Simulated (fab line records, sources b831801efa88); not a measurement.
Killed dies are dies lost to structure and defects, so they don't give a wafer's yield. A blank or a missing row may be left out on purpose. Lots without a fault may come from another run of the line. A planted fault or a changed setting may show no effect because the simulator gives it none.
Which tool did it? | flow sky130 | 14 lots, 42 wafers sampled, at 2 steps of a route of 708

WHAT THE GAUGES READ, wafer by wafer
The record holds no reading of a measuring or inspecting step that can be judged against a usual standard deviation.

WHICH TOOL RAN EACH LOT (tool, then ch and the chambers of the sampled wafers, then the start)
lot  | SKY_METAL2_SPUTTER_00        | SKY_PAD_OPEN_PROBE_99
L258 | pvd_sputter-03, day 33 21:19 | prober-01, day 45 16:17
L259 | pvd_sputter-03, day 34 07:08 | prober-02, day 46 01:09
L260 | pvd_sputter-01, day 34 17:01 | prober-01, day 46 09:53
L261 | pvd_sputter-01, day 34 20:36 | prober-02, day 46 12:18
L262 | pvd_sputter-04, day 35 17:08 | prober-01, day 47 02:19
L264 | pvd_sputter-01, day 35 19:58 | prober-01, day 47 05:13
L268 | pvd_sputter-03, day 37 06:22 | prober-01, day 48 05:31
L271 | pvd_sputter-03, day 38 10:00 | prober-02, day 49 02:56
L276 | pvd_sputter-01, day 39 22:35 | prober-01, day 50 05:03
L275 | pvd_sputter-01, day 40 02:49 | prober-02, day 50 07:38
L277 | pvd_sputter-04, day 40 09:43 | prober-01, day 50 11:43
L278 | pvd_sputter-04, day 40 12:06 | prober-02, day 50 15:37
L279 | pvd_sputter-03, day 40 16:42 | prober-01, day 50 17:56
L281 | pvd_sputter-04, day 41 02:39 | prober-01, day 51 00:14
- SKY_METAL2_SPUTTER_00: material Ti, target thk 15 nm, time 10 s.
- SKY_PAD_OPEN_PROBE_99

WHAT THE TOOLS THEMSELVES READ (means of the sampled wafers that have a number; where no wafer has one, the mark that the record gives instead)
SKY_METAL2_SPUTTER_00.
lot  | tool           | cathode_dc_power_W (W) | chamber_pressure_pa (Pa) | throttle_valve_pct (%)
L258 | pvd_sputter-03 | 2999.6                 | 0.4000                   | 31.0
L259 | pvd_sputter-03 | 3000.2                 | 0.4001                   | 29.8
L260 | pvd_sputter-01 | 3000.2                 | 0.4011                   | 29.6
L261 | pvd_sputter-01 | 3000.6                 | 0.3998                   | 29.6
L262 | pvd_sputter-04 | 3000.3                 | 0.4002                   | 31.5
L264 | pvd_sputter-01 | 2999.9                 | 0.4005                   | 29.2
L268 | pvd_sputter-03 | 2969.3                 | 0.4003                   | 30.2
L271 | pvd_sputter-03 | 2969.4                 | 0.3994                   | 30.5
L276 | pvd_sputter-01 | 3000.3                 | 0.4007                   | 29.3
L275 | pvd_sputter-01 | 3000.2                 | 0.3994                   | 29.2
L277 | pvd_sputter-04 | 3000.3                 | 0.3992                   | 31.4
L278 | pvd_sputter-04 | 3000.0                 | 0.3994                   | 30.7
L279 | pvd_sputter-03 | 2999.6                 | 0.4001                   | 31.0
L281 | pvd_sputter-04 | 3000.4                 | 0.3996                   | 31.8

SKY_PAD_OPEN_PROBE_99.
lot  | tool      | defect_limited_yield (%) | killed_at_M0_to_M3 | killed_at_M4_up | killed_at_contacts | killed_at_front_end | killed_at_other | killed_dies | killed_open | killed_short | sort_bin_3_pad_short (%) | sort_bin_5_function (%) | sort_bin_6_memory (%) | sort_n_pass | sort_yield_pct (%)
L258 | prober-01 | 83.5                     | 39                 | 2.3             | 21                 | 18                  | 0.3             | 81          | 45          | 36           | 0.5                      | 9.5                     | 6.6                   | 411         | 83.5
L259 | prober-02 | 84.1                     | 38                 | 1.7             | 24                 | 14                  | 0.3             | 78          | 46          | 31           | 0.7                      | 8.8                     | 6.4                   | 414         | 84.1
L260 | prober-01 | 85.8                     | 34                 | 2.7             | 17                 | 16                  | 0.0             | 70          | 39          | 31           | 0.4                      | 8.6                     | 5.2                   | 422         | 85.8
L261 | prober-02 | 82.1                     | 46                 | 3.0             | 24                 | 15                  | 0.0             | 88          | 46          | 42           | 0.8                      | 11.2                    | 5.9                   | 404         | 82.1
L262 | prober-01 | 83.5                     | 38                 | 2.0             | 23                 | 17                  | 1.3             | 81          | 46          | 34           | 1.1                      | 9.3                     | 6.0                   | 411         | 83.5
L264 | prober-01 | 83.2                     | 43                 | 4.0             | 27                 | 8                   | 0.3             | 82          | 49          | 33           | 0.7                      | 10.0                    | 6.0                   | 410         | 83.2
L268 | prober-01 | 83.9                     | 42                 | 3.0             | 24                 | 11                  | 0.0             | 79          | 40          | 39           | 1.0                      | 9.9                     | 5.2                   | 413         | 83.9
L271 | prober-02 | 83.8                     | 36                 | 2.0             | 28                 | 13                  | 0.3             | 79          | 44          | 35           | 0.3                      | 10.0                    | 5.8                   | 413         | 83.8
L276 | prober-01 | 80.7                     | 48                 | 4.3             | 25                 | 17                  | 0.3             | 95          | 50          | 43           | 0.9                      | 11.9                    | 6.4                   | 397         | 80.7
L275 | prober-02 | 84.1                     | 44                 | 3.0             | 21                 | 9                   | 1.0             | 78          | 39          | 39           | 1.3                      | 9.1                     | 5.5                   | 414         | 84.1
L277 | prober-01 | 83.1                     | 41                 | 2.3             | 22                 | 17                  | 1.0             | 83          | 45          | 38           | 0.8                      | 10.5                    | 5.6                   | 409         | 83.1
L278 | prober-02 | 82.9                     | 46                 | 3.7             | 16                 | 19                  | 0.3             | 84          | 45          | 39           | 1.1                      | 10.7                    | 5.3                   | 408         | 82.9
L279 | prober-01 | 83.3                     | 39                 | 1.0             | 27                 | 15                  | 0.0             | 82          | 46          | 36           | 0.9                      | 9.7                     | 6.0                   | 410         | 83.3
L281 | prober-01 | 82.4                     | 43                 | 1.7             | 24                 | 14                  | 3.3             | 86          | 44          | 39           | 0.6                      | 10.4                    | 6.5                   | 406         | 82.4

THE ANSWER, worked out from the rows above alone
Rule: what is usual is taken from the lots themselves. Put in order of their means at a reading, lots are off if they are a third of the lots or fewer, leave a main group of 4 or more, and stand apart from it by a gap of 3 or more times the standard deviation of the main group's means; of several such gaps the widest counts. A main group whose means are all the same, to the digits that the tables above print for the reading, isn't used. A lot without any number at a reading at which 4 lots or more have one is off too. The other lots that the step has rows for count as sound. The gauges are gone through in route order, then the tools' own readings, and for those a lot's mean is taken as printed above. The first step at which some lot is off is used, and at that step the reading that is off furthest; a lot without a number counts as furthest.
Off: L268, L271, at SKY_METAL2_SPUTTER_00 (cathode_dc_power_W). The main group: mean 3000.1 W, standard deviation 0.29.
A tool fits if, at that step or a process step before it, it ran every lot that is off, and no sound lot after the first of them. None of those tried fits.

WHAT THE SIMULATOR HAD PUT IN
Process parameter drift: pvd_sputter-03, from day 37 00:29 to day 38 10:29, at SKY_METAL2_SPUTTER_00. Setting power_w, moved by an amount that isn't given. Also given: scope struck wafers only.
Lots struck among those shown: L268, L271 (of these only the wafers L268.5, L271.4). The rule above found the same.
